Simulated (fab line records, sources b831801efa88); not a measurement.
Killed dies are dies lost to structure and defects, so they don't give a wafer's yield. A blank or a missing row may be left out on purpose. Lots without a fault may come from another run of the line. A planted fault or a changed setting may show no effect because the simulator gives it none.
fab line records | flow sky130
record lots=5 wafers=15 last_day=48
route steps=708 shown LDD_HVN@270 LDD_HVP@278 LDD_LDN@289 PAD_OPEN@708
lots that met no fault: from a run of the same line without faults
start_h: hours from the record's first day to the start of the lot's first wafer shown | wait_h: hours since the lot's step before | " the same as in the row above | L1.1+2: a row that stands for several wafers | - no value, or no start given | * or withheld: withheld | < > ~ a bound
route shown NAME@n: a module of which the file shows steps, and the number in the route of the first | usual: mean/standard deviation of fault-free wafers | same: alike in all rows | chamber/n: place in a boat | sites: the reading at each site | _std_site: their standard deviation | _edge_site: outer sites' mean less inner sites' | radius_mm: how far each site lies from the wafer's centre | mask NAME#n: copy n | behind: the tool/chamber that last shaped the wafer | hold: why the lot was held/for how many hours/how that ended | device: the transistor (n, p or np) that didn't switch | end of line: the same wafers' tests at the end of the route | a step without rows: its recipe alone | killed: dies lost to structure and defects at the first sort, not the wafer's yield | map: a wafer's dies, x killed, . not, _ none there
set.NAME: the setting as run; set.NAME@STEP: as run at that earlier step | model.NAME: the simulator's own value behind a step, which no gauge read
lots at some steps of the route; a table a step, a row a wafer
services: from which hour (start_h, from the record's first day; less than 0 if before it) a tool's chamber was out of use, for how many hours, and why
## steps
# step SKY_LDD_HVN_SOFTBAKE_03
# recipe temp_c=90 time_s=60 resist=NOVOLAK
# step SKY_LDD_HVN_EXPOSE_04
# recipe mask_id=HVNTM na=0.6 source_shape=conventional sigma_outer=0.6 polarization=unpolarized target_cd_nm=700 dose_mj=127
# step SKY_LDD_HVN_PEB_05
# recipe temp_c=withheld time_s=* resist=NOVOLAK
# step SKY_LDD_HVN_DEVELOP_06
# recipe resist=NOVOLAK developer=TMAH develop_time_s=60 dev_temp_c=23
# step SKY_LDD_HVN_OVL_MEAS_07
# usual LDD_HVN_OVL=0.0/1.4
# columns lot.wafer tool chamber start_h wait_h LDD_HVN_OVL[nm]
L193.2 overlay-01 - 486.48 0.1 -3.0
L193.5 " - " " -0.3
L193.6 " - " " 0.6
L199.1 overlay-01 - 531.90 0.1 -2.2
L199.4 " - " " -2.8
L199.6 " - " " -0.5
L201.2 overlay-01 - 552.58 0.1 -0.7
L201.3 " - " " 0.9
L201.6 " - " " 1.3
L202.1 overlay-01 - 561.80 0.1 0.3
L202.5 " - " " -0.2
L202.6 " - " " 0.5
L205.1 overlay-02 - 589.68 0.1 1.1
L205.4 " - " " 0.1
L205.6 " - " " 0.5
# step SKY_LDD_HVN_IMPLANT_08
# recipe species=P energy_kev=60 dose_cm2=3e+13 tilt_deg=40
# step SKY_LDD_HVN_STRIP_09
# recipe chemistry=O2/N2 power_w=1400 pressure_mtorr=1500 platen_temp_c=withheld o2_flow_sccm=3000 n2_flow_sccm=300 overash_fraction=0.5
# usual drypump_motor_current_A=5.9/0.5 oes_product_au=0.408/0.0041 strip_time_to_endpoint_s=4.130/0.013
# columns lot.wafer tool chamber start_h wait_h drypump_motor_current_A oes_product_au rf_hours_counter_h strip_time_to_endpoint_s
L193.2 plasma_asher-03 1 486.66 0.1 5.5 0.412 65 4.140
L193.5 " 1 " " 5.5 0.410 - 4.150
L193.6 " 0 " " 6.6 0.407 - 4.114
L199.1 plasma_asher-03 1 532.08 0.1 5.6 0.408 70 4.118
L199.4 " 1 " " 5.6 0.413 - 4.128
L199.6 " 1 " " 5.5 0.410 - 4.125
L201.2 plasma_asher-02 0 552.76 0.1 5.3 0.409 39 4.096
L201.3 " 0 " " 5.3 0.411 - 4.139
L201.6 " 0 " " 5.3 0.400 - 4.132
L202.1 plasma_asher-03 1 561.98 0.1 5.6 0.404 73 4.113
L202.5 " 1 " " 5.6 0.415 - 4.129
L202.6 " 0 " " 6.7 0.407 - 4.127
L205.1 plasma_asher-03 1 589.86 0.1 5.5 0.409 76 4.144
L205.4 " 0 " " 6.7 0.408 - 4.136
L205.6 " 0 " " 6.6 0.404 - 4.142
# step SKY_LDD_HVN_TW_MEAS_10
# usual LDD_HVN_TW=1445/9.6
# columns lot.wafer tool chamber start_h wait_h LDD_HVN_TW
L193.2 film_metro-01 - 486.77 0.1 1449
L193.5 " - " " 1469
L193.6 " - " " 1454
L199.1 film_metro-02 - 532.18 0.1 1455
L199.4 " - " " 1457
L199.6 " - " " 1442
L201.2 film_metro-03 - 552.87 0.1 1424
L201.3 " - " " 1427
L201.6 " - " " 1428
L202.1 film_metro-02 - 562.08 0.1 1447
L202.5 " - " " 1455
L202.6 " - " " 1446
L205.1 film_metro-01 - 589.96 0.1 1449
L205.4 " - " " 1458
L205.6 " - " " 1454
# step SKY_LDD_HVP_DEHYDRATE_00
# recipe temp_c=200 time_s=60
# step SKY_LDD_HVP_HMDS_01
# recipe prime_time_s=60 prime_temp_c=120
# step SKY_LDD_HVP_COAT_02
# recipe resist=NOVOLAK spin_rpm=3000 resist_thk_nm=300
# step SKY_LDD_HVP_SOFTBAKE_03
# recipe temp_c=90 time_s=60 resist=NOVOLAK
# step SKY_LDD_HVP_EXPOSE_04
# recipe mask_id=HVPTM na=0.6 source_shape=conventional sigma_outer=0.6 polarization=unpolarized target_cd_nm=700 dose_mj=86
# columns lot.wafer tool chamber start_h wait_h mask
L193.2+5+6 iline_stepper-02 0 502.35 - HVPTM#0
L199.1+4+6 iline_stepper-02 0 546.83 - HVPTM#0
L201.2+3+6 iline_stepper-01 0 568.05 - HVPTM#0
L202.1+5+6 iline_stepper-01 0 576.98 - HVPTM#0
L205.1+4+6 iline_stepper-01 0 604.53 - HVNTM#0
# step SKY_LDD_HVP_PEB_05
# recipe temp_c=withheld time_s=* resist=NOVOLAK
# step SKY_LDD_HVP_DEVELOP_06
# recipe resist=NOVOLAK developer=TMAH develop_time_s=60 dev_temp_c=23
# step SKY_LDD_HVP_OVL_MEAS_07
# usual LDD_HVP_OVL=1.4/1.3
# columns lot.wafer tool chamber start_h wait_h LDD_HVP_OVL[nm]
L193.2 overlay-01 - 516.74 0.1 2.7
L193.5 " - " " 4.7
L193.6 " - " " 1.5
L199.1 overlay-02 - 561.83 0.1 1.8
L199.4 " - " " 2.1
L199.6 " - " " 1.8
L201.2 overlay-01 - 582.69 0.1 1.5
L201.3 " - " " 1.2
L201.6 " - " " 1.0
L202.1 overlay-02 - 591.28 0.1 -0.8
L202.5 " - " " 1.6
L202.6 " - " " -0.7
L205.1 overlay-02 - 618.58 0.1 -
L205.4 " - " " -
L205.6 " - " " -
# step SKY_LDD_HVP_IMPLANT_08
# recipe species=B energy_kev=20 dose_cm2=1.7e+13 tilt_deg=17.9
# step SKY_LDD_HVP_STRIP_09
# recipe chemistry=O2/N2 power_w=1400 pressure_mtorr=1500 platen_temp_c=withheld o2_flow_sccm=3000 n2_flow_sccm=300 overash_fraction=0.5
# usual drypump_motor_current_A=5.6/0.32 oes_product_au=0.409/0.0044 strip_time_to_endpoint_s=4.135/0.013
# columns lot.wafer tool chamber start_h wait_h drypump_motor_current_A oes_product_au rf_hours_counter_h strip_time_to_endpoint_s
L193.2 plasma_asher-04 0 516.92 0.1 5.9 0.409 85 4.128
L193.5 " 0 " " 5.9 0.411 - 4.120
L193.6 " 1 " " 6.2 0.408 - 4.129
L199.1 plasma_asher-04 1 562.01 0.1 6.2 0.401 90 4.161
L199.4 " 1 " " 6.2 0.400 - 4.135
L199.6 " 1 " " 6.2 0.420 - 4.151
L201.2 plasma_asher-02 0 582.87 0.1 5.3 0.408 42 4.128
L201.3 " 1 " " 5.7 0.404 - 4.118
L201.6 " 0 " " 5.3 0.413 - 4.117
L202.1 plasma_asher-04 1 591.46 0.1 6.1 0.405 93 4.131
L202.5 " 1 " " 6.2 0.407 - 4.137
L202.6 " 0 " " 5.9 0.407 - 4.141
L205.1 plasma_asher-01 0 618.76 0.1 5.3 0.410 17 4.150
L205.4 " 1 " " 5.6 0.406 - 4.139
L205.6 " 1 " " 5.6 0.414 - 4.153
# step SKY_LDD_HVP_TW_MEAS_10
# usual LDD_HVP_TW=459.8/1.9
# columns lot.wafer tool chamber start_h wait_h LDD_HVP_TW
L193.2 film_metro-02 - 517.03 0.1 459.4
L193.5 " - " " 458.4
L193.6 " - " " 458.2
L199.1 film_metro-01 - 562.11 0.1 462.3
L199.4 " - " " 458.2
L199.6 " - " " 459.0
L201.2 film_metro-01 - 582.98 0.1 460.1
L201.3 " - " " 460.6
L201.6 " - " " 458.3
L202.1 film_metro-02 - 591.56 0.1 457.6
L202.5 " - " " 459.1
L202.6 " - " " 459.7
L205.1 film_metro-01 - 618.86 0.1 30.6
L205.4 " - " " 30.5
L205.6 " - " " 30.6
# step SKY_LDD_LDN_DEHYDRATE_00
# recipe temp_c=200 time_s=60
# step SKY_PAD_OPEN_PROBE_99
# usual killed_at_M0_to_M3=43/7 killed_at_M4_up=3.1/2 killed_at_contacts=24/5.3 killed_at_front_end=15/4.2 killed_at_other=0.4/0.66 killed_dies=86/9.5 killed_on_rim=17/3.9 killed_open=47/7.4 killed_short=38/6.2
# same gross_dies=492 killed_at_back_side=0
# columns lot.wafer tool chamber start_h wait_h killed_at_M0_to_M3 killed_at_M4_up killed_at_contacts killed_at_front_end killed_at_other killed_dies killed_on_rim killed_open killed_short
L193.2 prober-01 - 1090.83 0.1 46 2 21 18 0 87 20 50 37
L193.5 prober-01 - 1090.98 0.2 43 3 23 18 0 87 23 47 40
L193.6 prober-01 - 1091.03 0.2 41 3 24 16 0 84 11 43 41
L199.1 prober-01 - 1123.44 0.1 25 5 32 17 1 80 20 53 27
L199.4 prober-01 - 1123.59 0.2 41 3 22 21 1 88 16 54 34
L199.6 prober-01 - 1123.69 0.2 36 2 23 20 0 81 16 41 40
L201.2 prober-01 - 1135.40 0.1 58 2 21 10 1 92 17 49 43
L201.3 prober-01 - 1135.45 0.2 38 2 20 13 0 73 11 36 37
L201.6 prober-01 - 1135.60 0.2 45 1 31 18 1 96 19 49 47
L202.1 prober-02 - 1139.55 0.1 40 1 25 16 0 82 15 49 33
L202.5 prober-02 - 1139.75 0.2 47 4 29 19 0 99 21 52 47
L202.6 prober-02 - 1139.80 0.2 43 3 31 15 1 93 16 51 42
L205.1 prober-02 - 1159.22 0.1 42 6 24 418 2 492 96 52 43
L205.4 prober-02 - 1159.37 0.2 56 8 18 410 0 492 96 52 44
L205.6 prober-02 - 1159.47 0.2 50 7 25 410 0 492 96 48 51
# killed by level:class
L193.2 VIA1:geometric_particle:open=14 LI_CONTACT:geometric_particle:open=7 CONTACT:geometric_particle:open=6 VIA2:geometric_particle:open=5 VIA1:geometric_particle:short=5 VIA3:geometric_particle:open=5 SPACER:geometric_particle:short=4 METAL2:geometric_particle:short=4
L193.5 VIA1:geometric_particle:open=9 CONTACT:geometric_particle:open=9 VIA2:geometric_particle:open=8 CONTACT:geometric_particle:short=6 LI_CONTACT:geometric_particle:open=6 METAL1:geometric_particle:short=6 FIELD_ISO:geometric_particle:open=5 FIELD_ISO:geometric_particle:short=5
L193.6 CONTACT:geometric_particle:open=9 VIA2:geometric_particle:open=7 VIA3:geometric_particle:open=7 VIA3:geometric_particle:short=6 FIELD_ISO:geometric_particle:short=5 LI_CONTACT:geometric_particle:open=5 CONTACT:geometric_particle:short=5 POLY_GATE:geometric_particle:open=4
L199.1 CONTACT:geometric_particle:open=13 VIA1:geometric_particle:open=8 LI_CONTACT:geometric_particle:open=7 FIELD_ISO:geometric_particle:short=6 VIA2:geometric_particle:open=6 LOCAL_INTERCONNECT:geometric_particle:short=5 CONTACT:geometric_particle:short=5 POLY_GATE:geometric_particle:open=4
L199.4 CONTACT:geometric_particle:open=10 VIA1:geometric_particle:open=9 VIA3:geometric_particle:open=8 FIELD_ISO:geometric_particle:short=5 VIA2:geometric_particle:open=5 FIELD_ISO:geometric_particle:open=4 SPACER:geometric_particle:open=4 LI_CONTACT:geometric_particle:open=4
L199.6 VIA1:geometric_particle:open=8 FIELD_ISO:geometric_particle:short=7 LOCAL_INTERCONNECT:geometric_particle:short=6 CONTACT:geometric_particle:open=6 VIA3:geometric_particle:open=6 CONTACT:geometric_particle:short=5 LI_CONTACT:geometric_particle:open=5 VIA2:geometric_particle:open=5
L201.2 VIA1:geometric_particle:open=18 METAL1:geometric_particle:short=10 METAL2:geometric_particle:short=9 LI_CONTACT:geometric_particle:open=7 VIA2:geometric_particle:open=6 CONTACT:geometric_particle:open=5 CONTACT:geometric_particle:short=5 METAL3:geometric_particle:short=4
L201.3 LI_CONTACT:geometric_particle:open=10 METAL1:geometric_particle:short=9 VIA1:geometric_particle:open=6 CONTACT:geometric_particle:open=5 VIA1:geometric_particle:short=5 METAL2:geometric_particle:short=5 VIA2:geometric_particle:open=5 POLY_GATE:geometric_particle:short=4
L201.6 LI_CONTACT:geometric_particle:open=13 VIA1:geometric_particle:open=9 VIA1:geometric_particle:short=8 METAL2:geometric_particle:short=7 FIELD_ISO:geometric_particle:open=6 CONTACT:geometric_particle:open=6 LI_CONTACT:geometric_particle:short=5 METAL1:geometric_particle:short=5
L202.1 CONTACT:geometric_particle:open=10 VIA3:geometric_particle:open=8 VIA2:geometric_particle:open=8 FIELD_ISO:geometric_particle:open=6 CONTACT:geometric_particle:short=6 VIA1:geometric_particle:open=6 VIA3:geometric_particle:short=5 FIELD_ISO:geometric_particle:short=4
L202.5 METAL2:geometric_particle:short=13 LI_CONTACT:geometric_particle:open=9 CONTACT:geometric_particle:open=9 VIA1:geometric_particle:open=9 CONTACT:geometric_particle:short=8 VIA2:geometric_particle:open=8 POLY_GATE:geometric_particle:short=5 FIELD_ISO:geometric_particle:open=4
L202.6 METAL1:geometric_particle:short=11 CONTACT:geometric_particle:open=9 VIA1:geometric_particle:open=9 LI_CONTACT:geometric_particle:open=8 LOCAL_INTERCONNECT:geometric_particle:short=7 VIA3:geometric_particle:open=6 FIELD_ISO:geometric_particle:open=5 POLY_GATE:geometric_particle:open=4
L205.1 LDD_HVP:area_expose=397 VIA1:geometric_particle:open=11 CONTACT:geometric_particle:open=9 METAL1:geometric_particle:short=9 FIELD_ISO:geometric_particle:open=6 FIELD_ISO:geometric_particle:short=6 VIA2:geometric_particle:open=6 VIA3:geometric_particle:open=6
L205.4 LDD_HVP:area_expose=396 VIA1:geometric_particle:open=12 VIA3:geometric_particle:open=11 VIA1:geometric_particle:short=8 CONTACT:geometric_particle:open=6 VIA2:geometric_particle:open=6 METAL4:geometric_particle:short=6 METAL2:geometric_particle:short=5
L205.6 LDD_HVP:area_expose=393 VIA1:geometric_particle:open=8 LI_CONTACT:geometric_particle:open=7 CONTACT:geometric_particle:open=6 METAL1:geometric_particle:short=6 METAL2:geometric_particle:short=6 VIA2:geometric_particle:open=6 POLY_GATE:geometric_particle:open=5
# map L205.1 (x killed, . not)
__________xxxxxxxxxx_________
________xxxxxxxxxxxxxx_______
______xxxxxxxxxxxxxxxxxx_____
_____xxxxxxxxxxxxxxxxxxxx____
____xxxxxxxxxxxxxxxxxxxxxx___
___xxxxxxxxxxxxxxxxxxxxxxxx__
__xxxxxxxxxxxxxxxxxxxxxxxxxx_
_xxxxxxxxxxxxxxxxxxxxxxxxxxxx
_xxxxxxxxxxxxxxxxxxxxxxxxxxxx
_xxxxxxxxxxxxxxxxxxxxxxxxxxxx
_xxxxxxxxxxxxxxxxxxxxxxxxxxxx
_xxxxxxxxxxxxxxxxxxxxxxxxxxxx
_xxxxxxxxxxxxxxxxxxxxxxxxxxxx
_xxxxxxxxxxxxxxxxxxxxxxxxxxxx
_xxxxxxxxxxxxxxxxxxxxxxxxxxxx
__xxxxxxxxxxxxxxxxxxxxxxxxxx_
___xxxxxxxxxxxxxxxxxxxxxxxx__
____xxxxxxxxxxxxxxxxxxxxxx___
_____xxxxxxxxxxxxxxxxxxxx____
______xxxxxxxxxxxxxxxxxx_____
________xxxxxxxxxxxxxx_______
__________xxxxxxxxxx_________
# map L201.6 (x killed, . not)
__________.......x.._________
________.x..........xx_______
______.................._____
_____......x..xxx.x...x..____
____.x.............xx.....___
___...x....x...x.x........x__
__....x..xx.x.x.xx....xxxx.._
_.x.......x...xx...x...x.....
_..xx...x....x.......x....x..
_.....x.x.x.......x.x.....xxx
_x......x.xx...x......xx.....
_.......xx.........xx........
_x.........x........x.......x
_....x......x.xx.....x.x.x.x.
_.x........x.........x..xx.x.
__......xx.x.......x...x...._
___.x.x....................__
____x................x....___
_____........x.x.........____
______....x..x..x.....x._____
________.x............_______
__________.......xx._________
## services
# columns tool chamber start_h hours kind
plasma_asher-01 - 480.96 14.6 pm
iline_stepper-01 0 502.16 - calibration
plasma_asher-04 - 512.98 0.6 repair
plasma_asher-02 - 523.35 11.1 repair
iline_stepper-02 0 547.79 - calibration
iline_stepper-01 - 547.98 1.7 pm
iline_stepper-02 - 565.90 0.6 repair
plasma_asher-03 - 569.07 1.4 repair
plasma_asher-02 - 578.45 1.5 repair
## key
first_sign step=SKY_LDD_HVP_EXPOSE_04 reading=mask direction=changed
effect step=SKY_LDD_HVP_OVL_MEAS_07 reading=LDD_HVP_OVL direction=missing
effect step=SKY_LDD_HVP_TW_MEAS_10 reading=LDD_HVP_TW direction=down sigmas=99+ usual=459.8 struck=30.6
effect step=SKY_PAD_OPEN_PROBE_99 reading=killed_at_front_end direction=up sigmas=94 usual=15 struck=413
more_kills_born_at SKY_LDD_HVP_EXPOSE_04@iline_stepper-01=1186
met_at SKY_LDD_HVP_EXPOSE_04
struck_wafers L205.1,L205.4,L205.6
tester_left_out L205
onset_between 576.98 604.53
fault kind=wrong_mask tool=any chamber=- onset_h=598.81 steps=SKY_LDD_HVP_EXPOSE_04 aux_copy=HVNTM#0 scope=struck_lots_only
# tester_left_out: of these lots the tester's yield and bins aren't shown, on N5 and GAA mostly nor the transistor test; their killed dies are dies lost to structure and defects alone, not to doping, threshold or leakage, so they don't give the yield
